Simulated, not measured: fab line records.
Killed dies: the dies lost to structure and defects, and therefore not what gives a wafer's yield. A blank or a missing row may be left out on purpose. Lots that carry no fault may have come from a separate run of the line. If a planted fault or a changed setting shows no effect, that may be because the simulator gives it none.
fab line records	flow sky130
record lots=5	wafers=15	last-day=49
route steps=708 shown CAP2M@612 METAL4@621
lots with no fault: from the same line, run without faults
start-h: the number of hours between the record's first day and the start of the first shown wafer of the lot	wait-h: time in hours since the lot's previous step	" unchanged from the row above	L1.1+2: one row covering several wafers at once	- either no value or no given start	* or withheld: withheld	< > ~ a bound
route shown NAME@n: names a module that has steps shown in the file, with the first one's number in the route	usual: mean and standard deviation over wafers with no fault	same: alike in all rows	chamber/n: place in a boat	sites: readings site by site	_std_site: their standard deviation	_edge_site: mean of outer sites minus mean of inner sites	radius-mm: how far each site lies from the wafer's centre	mask NAME#n: copy n	behind: the most recent tool/chamber to have shaped the wafer	hold: what put the lot on hold/how long, in hours/how the hold closed	device: names the non-switching transistor (n, p or np)	end of line: tests of these same wafers at the route's end	step lacking rows: just its recipe	killed: count of dies lost to structure and defects at first sort (not the wafer's yield)	map: dies across one wafer; x = killed, . = not, _ = none there
set.NAME: setting as actually run; set.NAME@STEP: the setting as run at that earlier step	model.NAME: the simulator's own value behind a step, which no gauge read
lots seen at some steps along the route; tables by step, rows by wafer
services: the hour from which a tool's chamber was out of use, counted from the record's first day as start-h (under 0 if before that day), plus the number of hours and why
## steps
# step SKY_CAP2M_EXPOSE_09
# recipe mask-id=CAP2M	na=0.6	source-shape=conventional	sigma-outer=0.6	polarization=unpolarized	target-cd-nm=1000	dose-mj=159
# step SKY_CAP2M_PEB_10
# recipe temp-c=withheld	time-s=*	resist=NOVOLAK
# step SKY_CAP2M_DEVELOP_11
# recipe resist=NOVOLAK	developer=TMAH	develop-time-s=60	dev-temp-c=23
# step SKY_CAP2M_OVL_MEAS_12
# usual CAP2M_OVL=0.7/1.2
lot.wafer	tool	chamber	start-h	wait-h	CAP2M_OVL[nm]
L163.1	overlay-02	-	955.58	0.1	1.8
L163.2	"	-	"	"	1.5
L163.6	"	-	"	"	1.9
L168.1	overlay-01	-	998.39	0.1	0.5
L168.2	"	-	"	"	0.9
L168.6	"	-	"	"	0.0
L172.3	overlay-02	-	1025.95	0.1	0.9
L172.5	"	-	"	"	0.3
L172.6	"	-	"	"	0.7
L176.1	overlay-01	-	1075.08	0.1	2.0
L176.3	"	-	"	"	1.6
L176.4	"	-	"	"	1.4
L177.4	overlay-01	-	1082.50	0.1	-0.4
L177.5	"	-	"	"	-0.7
L177.6	"	-	"	"	0.7
# step SKY_CAP2M_METAL_ETCH_13
# recipe target-depth-nm=220	stop-on=SiO2	chemistry=Cl2/BCl3	target=TiN	pressure-mtorr=10	icp-w=900	bias-w=48.5	Cl2_flow_sccm=60	bcl3-flow-sccm=30	time-s=62.9
# usual bcl3-flow-sccm=30.00/0.087	chamber-pressure-mTorr=10.000/0.0087	drypump-motor-current-A=5.69/0.27	oes-product-au=0.940/0.0079	throttle-valve-pct=21.903/0.0098
lot.wafer	tool	chamber	start-h	wait-h	bcl3-flow-sccm	chamber-pressure-mTorr	drypump-motor-current-A	oes-product-au	rf-hours-counter-h	throttle-valve-pct
L163.1	rie-metal-02	1	955.62	0.0	30.08	10.012	6.11	0.942	11	21.909
L163.2	"	0	"	"	29.96	10.005	5.34	0.939	2	21.895
L163.6	"	0	"	"	30.04	9.992	5.36	0.939	-	21.908
L168.1	rie-metal-02	0	998.43	0.0	29.89	10.002	5.33	0.954	4	21.907
L168.2	"	1	"	"	30.13	9.996	6.11	0.953	13	21.892
L168.6	"	0	"	"	29.89	10.001	5.35	0.943	-	21.915
L172.3	rie-metal-04	0	1026.00	0.0	30.07	9.995	5.68	0.946	-	21.908
L172.5	"	0	"	"	30.10	10.006	5.66	0.939	-	21.894
L172.6	"	1	"	"	29.91	10.018	5.69	0.937	-	21.899
L176.1	rie-metal-02	1	1075.12	0.0	30.18	9.991	6.12	0.925	17	21.914
L176.3	"	0	"	"	30.17	10.002	5.35	0.926	-	21.898
L176.4	"	1	"	"	30.06	10.010	6.11	0.934	-	21.894
L177.4	rie-metal-04	1	1082.55	0.0	30.14	9.999	5.69	0.944	-	21.902
L177.5	"	0	"	"	29.97	9.997	5.65	0.942	-	21.897
L177.6	"	1	"	"	30.03	9.986	5.70	0.937	-	21.919
# step SKY_CAP2M_STRIP_14
# recipe chemistry=O2/N2	power-w=1400	pressure-mtorr=1500	platen-temp-c=withheld	o2-flow-sccm=3000	n2-flow-sccm=300	overash-fraction=0.5
# usual chamber-pressure-mTorr=1500.2/1.4	drypump-motor-current-A=5.66/0.29	o2-flow-sccm=3000/9.6	oes-product-au=0.710/0.0047	strip-time-to-endpoint-s=12.65/0.046
lot.wafer	tool	chamber	start-h	wait-h	chamber-pressure-mTorr	drypump-motor-current-A	o2-flow-sccm	oes-product-au	rf-hours-counter-h	strip-time-to-endpoint-s
L163.1	plasma-asher-03	1	955.70	0.1	1501.0	5.56	2982	0.708	81	12.56
L163.2	"	0	"	"	1500.5	5.20	2997	0.713	81	12.59
L163.6	"	0	"	"	1501.1	5.22	2996	0.712	-	12.63
L168.1	plasma-asher-02	1	998.51	0.1	1502.3	6.12	2988	0.711	115	12.63
L168.2	"	0	"	"	1500.1	5.96	3001	0.713	115	12.57
L168.6	"	1	"	"	1500.5	6.10	2995	0.714	-	12.63
L172.3	plasma-asher-04	1	1026.08	0.1	1502.0	5.72	3002	0.714	-	12.66
L172.5	"	1	"	"	1497.7	5.72	3021	0.709	-	12.64
L172.6	"	0	"	"	1502.0	5.78	3006	0.708	-	12.66
L176.1	plasma-asher-03	0	1075.20	0.1	1499.8	5.19	2998	0.707	94	12.69
L176.3	"	1	"	"	1501.7	5.53	3003	0.713	-	12.69
L176.4	"	0	"	"	1499.5	5.19	3009	0.711	-	12.68
L177.4	plasma-asher-04	1	1082.63	0.1	1500.7	5.72	2987	0.716	-	12.68
L177.5	"	0	"	"	1500.1	5.76	3014	0.710	-	12.75
L177.6	"	1	"	"	1500.8	5.68	2988	0.718	-	12.66
# step SKY_CAP2M_STRIP_15
# recipe chemistry=post-etch-residue-remover	time-s=1200	temp-c=72.5
# step SKY_CAP2M_CLEAN_16
# recipe chemistry=IPA	time-s=180	temp-c=25
# step SKY_CAP2M_CLEAN_17
# recipe chemistry=O3/DIW	dry=n2-spin
# step SKY_METAL4_DEHYDRATE_05
# recipe temp-c=200	time-s=60
# step SKY_METAL4_HMDS_06
# recipe prime-time-s=60	prime-temp-c=120
# step SKY_METAL4_COAT_07
# recipe resist=BARC	temp-c=withheld	time-s=withheld	spin-rpm=3000	resist-thk-nm=60
# step SKY_METAL4_COAT_08
# recipe resist=KrF-thick	spin-rpm=3000	resist-thk-nm=1140
lot.wafer	tool	chamber	start-h	wait-h	model.KrF-thick_of_METAL4_COAT_08.thk-nm
L163.1	litho-track-03	0	967	-	1143
L163.2+6	"	0	"	"	1139
L168.1+6	litho-track-03	0	1009	-	1142
L168.2	"	0	"	"	1140
L172.3	litho-track-02	0	1036	-	1149
L172.5	"	0	"	"	1148
L172.6	"	0	"	"	1151
L176.1	litho-track-02	0	1084	-	1139
L176.3+4	"	0	"	"	1141
L177.4	litho-track-02	0	1094	-	1143
L177.5	"	0	"	"	1146
L177.6	"	0	"	"	1172
# step SKY_METAL4_SOFTBAKE_09
# recipe temp-c=100	time-s=90	resist=KrF-thick
# step SKY_METAL4_EXPOSE_10
# recipe mask-id=MM4	na=0.68	source-shape=annular	sigma-inner=0.4	sigma-outer=0.8	target-cd-nm=300	dose-mj=28
# step SKY_METAL4_PEB_11
# recipe peb-temp-c=withheld	peb-time-s=withheld	resist=KrF-thick
# step SKY_METAL4_DEVELOP_12
# recipe develop-time-s=60	resist=KrF-thick	dev-temp-c=21
# step SKY_METAL4_CD_MEAS_13
# recipe target-cd-nm=300
# usual cd-nm=300.0/1.4
lot.wafer	tool	chamber	start-h	wait-h	cd-nm
L163.1	cd-sem-02	-	981.33	-	301.6
L163.2	"	-	"	"	301.1
L163.6	"	-	"	"	301.2
L168.1	cd-sem-02	-	1021.17	-	299.7
L168.2	"	-	"	"	300.8
L168.6	"	-	"	"	299.8
L172.3	cd-sem-02	-	1048.47	-	300.2
L172.5	"	-	"	"	301.0
L172.6	"	-	"	"	300.2
L176.1	cd-sem-02	-	1096.58	-	298.4
L176.3	"	-	"	"	299.7
L176.4	"	-	"	"	299.5
L177.4	cd-sem-02	-	1103.35	-	302.0
L177.5	"	-	"	"	303.4
L177.6	"	-	"	"	303.0
# step SKY_METAL4_OVL_MEAS_14
# usual METAL4_OVL=-1/5.1
lot.wafer	tool	chamber	start-h	wait-h	METAL4_OVL[nm]
L163.1	overlay-02	-	981.45	0.1	-5
L163.2	"	-	"	"	-2
L163.6	"	-	"	"	-2
L168.1	overlay-02	-	1021.29	0.1	-2
L168.2	"	-	"	"	-4
L168.6	"	-	"	"	0
L172.3	overlay-01	-	1048.57	0.1	-5
L172.5	"	-	"	"	-9
L172.6	"	-	"	"	-2
L176.1	overlay-01	-	1096.70	0.1	-2
L176.3	"	-	"	"	6
L176.4	"	-	"	"	7
L177.4	overlay-02	-	1103.42	0.1	7
L177.5	"	-	"	"	2
L177.6	"	-	"	"	5
# step SKY_METAL4_DESCUM_15
# recipe chemistry=O2	source-power-w=150	bias-power-w=0	pressure-mtorr=10	temp-c=40	time-s=8
# usual chamber-pressure-mTorr=9.999/0.0087	drypump-motor-current-A=6.0/0.47	oes-product-au=1.000/0.0098
lot.wafer	tool	chamber	start-h	wait-h	chamber-pressure-mTorr	drypump-motor-current-A	oes-product-au	rf-hours-counter-h
L163.1	rie-metal-04	1	981.49	0.0	9.983	5.7	1.007	5
L163.2	"	0	"	"	10.007	5.7	0.987	15
L163.6	"	1	"	"	10.003	5.7	1.006	-
L168.1	rie-metal-03	1	1021.33	0.0	10.007	6.8	0.994	14
L168.2	"	1	"	"	10.004	6.8	1.003	-
L168.6	"	1	"	"	9.978	6.8	1.008	-
L172.3	rie-metal-04	1	1048.60	0.0	10.003	5.7	1.010	-
L172.5	"	0	"	"	9.993	5.7	0.991	-
L172.6	"	1	"	"	10.007	5.7	0.995	-
L176.1	rie-metal-02	0	1096.74	0.0	10.013	5.3	1.004	10
L176.3	"	1	"	"	9.982	6.1	1.015	-
L176.4	"	0	"	"	9.989	5.4	1.022	-
L177.4	rie-metal-04	0	1103.45	0.0	9.998	5.7	0.994	-
L177.5	"	0	"	"	9.997	5.7	0.990	-
L177.6	"	1	"	"	9.993	5.7	1.017	-
# step SKY_METAL4_ETCH_16
# recipe chemistry=N2/H2	target=BARC	ion-energy-ev=200	bias-w=100	pressure-mtorr=30	n2-flow-sccm=100	h2-flow-sccm=200	icp-w=500	stop-on=SiO2	time-s=88.2	target-depth-a=600
# usual chamber-pressure-mTorr=30.00/0.031	drypump-motor-current-A=6.0/0.47	oes-product-au=0.626/0.0046	throttle-valve-pct=13.204/0.0086
lot.wafer	tool	chamber	start-h	wait-h	chamber-pressure-mTorr	drypump-motor-current-A	oes-product-au	rf-hours-counter-h	throttle-valve-pct
L163.1	rie-metal-04	1	981.52	0.0	30.03	5.7	0.628	5	13.193
L163.2	"	0	"	"	30.01	5.7	0.625	15	13.212
L163.6	"	1	"	"	29.98	5.7	0.626	-	13.193
L168.1	rie-metal-03	1	1021.39	0.1	29.97	6.8	0.627	14	13.190
L168.2	"	1	"	"	30.03	6.8	0.623	-	13.209
L168.6	"	1	"	"	29.97	6.8	0.624	-	13.205
L172.3	rie-metal-04	1	1048.66	0.0	30.07	5.7	0.621	-	13.200
L172.5	"	0	"	"	30.07	5.7	0.628	-	13.187
L172.6	"	1	"	"	29.97	5.7	0.622	-	13.209
L176.1	rie-metal-02	0	1096.77	0.0	30.03	5.4	0.628	10	13.214
L176.3	"	1	"	"	29.96	6.1	0.627	-	13.209
L176.4	"	0	"	"	30.00	5.4	0.623	-	13.201
L177.4	rie-metal-04	0	1103.51	0.0	30.03	5.7	0.622	-	13.205
L177.5	"	0	"	"	30.01	5.6	0.631	-	13.208
L177.6	"	1	"	"	29.98	5.7	0.633	-	13.221
# step SKY_METAL4_ETCH_17
# recipe target=SiO2	stop-on=TiN	chemistry=C4F8/O2/Ar	source-w=1500	bias-w=1200	pressure-mtorr=40	c4f8-flow-sccm=withheld	O2_flow_sccm=6	Ar_flow_sccm=300	time-s=3.9	target-depth-a=150
# usual chamber-pressure-mTorr=40.00/0.039	oes-product-au=0.754/0.0072
lot.wafer	tool	chamber	start-h	wait-h	chamber-pressure-mTorr	oes-product-au	rf-hours-counter-h
L163.1	rie-diel-03	2	981.62	0.1	40.03	0.754	16
L163.2	"	1	"	"	40.04	0.752	15
L163.6	"	1	"	"	39.99	0.763	-
L168.1	rie-diel-02	3	1021.59	0.2	40.00	0.752	20
L168.2	"	2	"	"	39.98	0.746	16
L168.6	"	1	"	"	39.96	0.760	-
L172.3	rie-diel-03	0	1048.72	0.0	39.96	0.760	12
L172.5	"	3	"	"	39.99	0.746	-
L172.6	"	0	"	"	40.08	0.755	-
L176.1	rie-diel-03	1	1096.87	0.1	40.05	0.748	19
L176.3	"	0	"	"	39.95	0.747	13
L176.4	"	3	"	"	40.05	0.750	9
L177.4	rie-diel-01	2	1103.57	0.0	40.03	0.742	24
L177.5	"	3	"	"	39.97	0.754	-
L177.6	"	0	"	"	40.00	0.753	-
# step SKY_METAL4_METAL_ETCH_18
# recipe target-depth-a=8450	stop-on=SiO2	over-etch-frac=0.3	time-s=183.1	chemistry=Cl2/BCl3	resist-sidewall-deg=88	pressure-mtorr=10	icp-w=900	bias-w=48.5	Cl2_flow_sccm=60	bcl3-flow-sccm=30
# usual bcl3-flow-sccm=30.02/0.095	chamber-pressure-mTorr=10.000/0.0086	drypump-motor-current-A=6.0/0.47	oes-product-au=0.868/0.0057	throttle-valve-pct=22.265/0.0092
lot.wafer	tool	chamber	start-h	wait-h	bcl3-flow-sccm	chamber-pressure-mTorr	drypump-motor-current-A	oes-product-au	rf-hours-counter-h	throttle-valve-pct	model.KrF-thick_of_METAL4_COAT_08.thk-nm
L163.1	rie-metal-02	0	981.64	0.0	30.00	10.003	5.3	0.864	4	22.247	530.6
L163.2	"	1	"	"	30.05	9.990	6.1	0.867	12	22.268	518.1
L163.6	"	0	"	"	29.92	9.991	5.4	0.857	-	22.261	525
L168.1	rie-metal-02	1	1021.61	0.0	30.01	9.993	6.1	0.871	14	22.268	526.9
L168.2	"	0	"	"	29.83	9.991	5.4	0.866	6	22.255	531.9
L168.6	"	0	"	"	29.91	10.017	5.3	0.874	-	22.266	531.3
L172.3	rie-metal-03	0	1048.80	0.1	29.97	9.996	6.1	0.865	-	22.269	542.2
L172.5	"	1	"	"	30.02	9.984	6.8	0.868	-	22.262	545
L172.6	"	0	"	"	29.99	10.009	6.1	0.867	-	22.245	539.1
L176.1	rie-metal-03	0	1096.89	0.0	30.12	9.995	6.1	0.867	9	22.279	524.5
L176.3	"	0	"	"	29.99	10.003	6.1	0.865	-	22.263	528.5
L176.4	"	1	"	"	29.93	10.000	6.8	0.867	-	22.253	523
L177.4	rie-metal-02	0	1103.65	0.1	30.05	10.004	5.3	0.866	-	22.259	532.6
L177.5	"	1	"	"	30.15	9.986	6.1	0.861	-	22.259	526.9
L177.6	"	0	"	"	30.03	9.988	5.3	0.871	-	22.272	556.3
# step SKY_METAL4_STRIP_19
# recipe chemistry=O2/N2	power-w=1400	pressure-mtorr=1500	platen-temp-c=withheld	o2-flow-sccm=3000	n2-flow-sccm=300	overash-fraction=0.5
# usual chamber-pressure-mTorr=1500.0/1.3	drypump-motor-current-A=5.8/0.39	o2-flow-sccm=3000/9.1	oes-product-au=0.502/0.0056	strip-time-to-endpoint-s=6.54/0.073
lot.wafer	tool	chamber	start-h	wait-h	chamber-pressure-mTorr	drypump-motor-current-A	o2-flow-sccm	oes-product-au	rf-hours-counter-h	strip-time-to-endpoint-s
L163.1	plasma-asher-04	0	981.82	0.1	1500.2	5.8	2996	0.509	55	6.57
L163.2	"	1	"	"	1501.3	5.7	2997	0.503	55	6.44
L163.6	"	1	"	"	1502.9	5.7	3006	0.492	-	6.53
L168.1	plasma-asher-04	1	1021.79	0.1	1499.3	5.7	2992	0.503	59	6.53
L168.2	"	0	"	"	1500.4	5.8	3010	0.503	59	6.58
L168.6	"	1	"	"	1498.2	5.7	3006	0.505	-	6.58
L172.3	plasma-asher-01	1	1048.95	0.1	1500.3	6.6	2996	0.518	-	6.70
L172.5	"	0	"	"	1501.1	5.6	3001	0.512	-	6.73
L172.6	"	1	"	"	1498.6	6.6	3012	0.502	-	6.65
L176.1	plasma-asher-01	0	1097.13	0.2	1499.5	5.6	3004	0.498	36	6.51
L176.3	"	1	"	"	1501.0	6.6	3003	0.507	-	6.55
L176.4	"	0	"	"	1498.0	5.6	3002	0.498	-	6.50
L177.4	plasma-asher-03	0	1103.80	0.1	1499.4	5.2	3013	0.510	-	6.60
L177.5	"	0	"	"	1502.0	5.2	3010	0.503	-	6.54
L177.6	"	1	"	"	1501.9	5.6	3005	0.527	-	6.83
# step SKY_METAL4_STRIP_20
# recipe chemistry=post-etch-residue-remover	time-s=1200	temp-c=72.5
## services
tool	chamber	start-h	hours	kind
rie-metal-04	-	946.55	0.8	repair
plasma-asher-04	-	947.46	2.5	repair
plasma-asher-02	-	975.35	14.6	pm
rie-diel-01	1	978.80	-	clean
rie-diel-01	1	978.80	-	consumable-replace:showerhead
rie-diel-01	1	978.80	19.7	scheduled-down
rie-diel-01	1	978.80	19.7	vent-cycle
rie-diel-01	0	998.45	-	clean
rie-diel-01	0	998.45	-	consumable-replace:showerhead
plasma-asher-02	-	1000.55	2.4	repair
rie-diel-01	1	1005.26	24.7	repair
rie-diel-02	2	1006.47	5.0	repair
rie-metal-03	0	1012.86	16.2	repair
plasma-asher-01	-	1018.72	1.3	repair
plasma-asher-04	-	1020.83	0.8	repair
rie-diel-01	3	1029.71	4.7	repair
rie-diel-02	1	1039.14	9.0	repair
plasma-asher-02	-	1055.25	9.0	pm
rie-diel-02	1	1065.98	9.5	repair
rie-diel-02	3	1082.83	8.9	repair
rie-diel-02	1	1083.22	3.3	repair
rie-diel-01	-	1086.42	0.2	repair
plasma-asher-02	-	1093.15	3.5	repair
rie-metal-03	-	1103.27	0.6	repair
## key
first-sign step=SKY_METAL4_STRIP_19	reading=oes-product-au	direction=up	sigmas=4.3	usual=0.502	struck=0.527
effect step=SKY_METAL4_STRIP_19	reading=strip-time-to-endpoint-s	direction=up	sigmas=4	usual=*	struck=*
model-effect step=SKY_METAL4_COAT_08	value=KrF-thick_of_METAL4_COAT_08.thk-nm	without=1144	struck=1172
model-effect step=SKY_METAL4_METAL_ETCH_18	value=KrF-thick_of_METAL4_COAT_08.thk-nm	without=529.2	struck=556.3
met-at SKY_METAL4_COAT_08
struck-wafers L177.6
onset-between 1084 1094
fault kind=process-parameter-drift	tool=litho-track-02	chamber=-	onset-h=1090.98	steps=SKY_METAL4_COAT_08	channel=resist-thk-nm	offset=27.005	shape=step	end-h=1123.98	scope=struck-wafers-only	acts-in=these-recipes-only	stated=1140
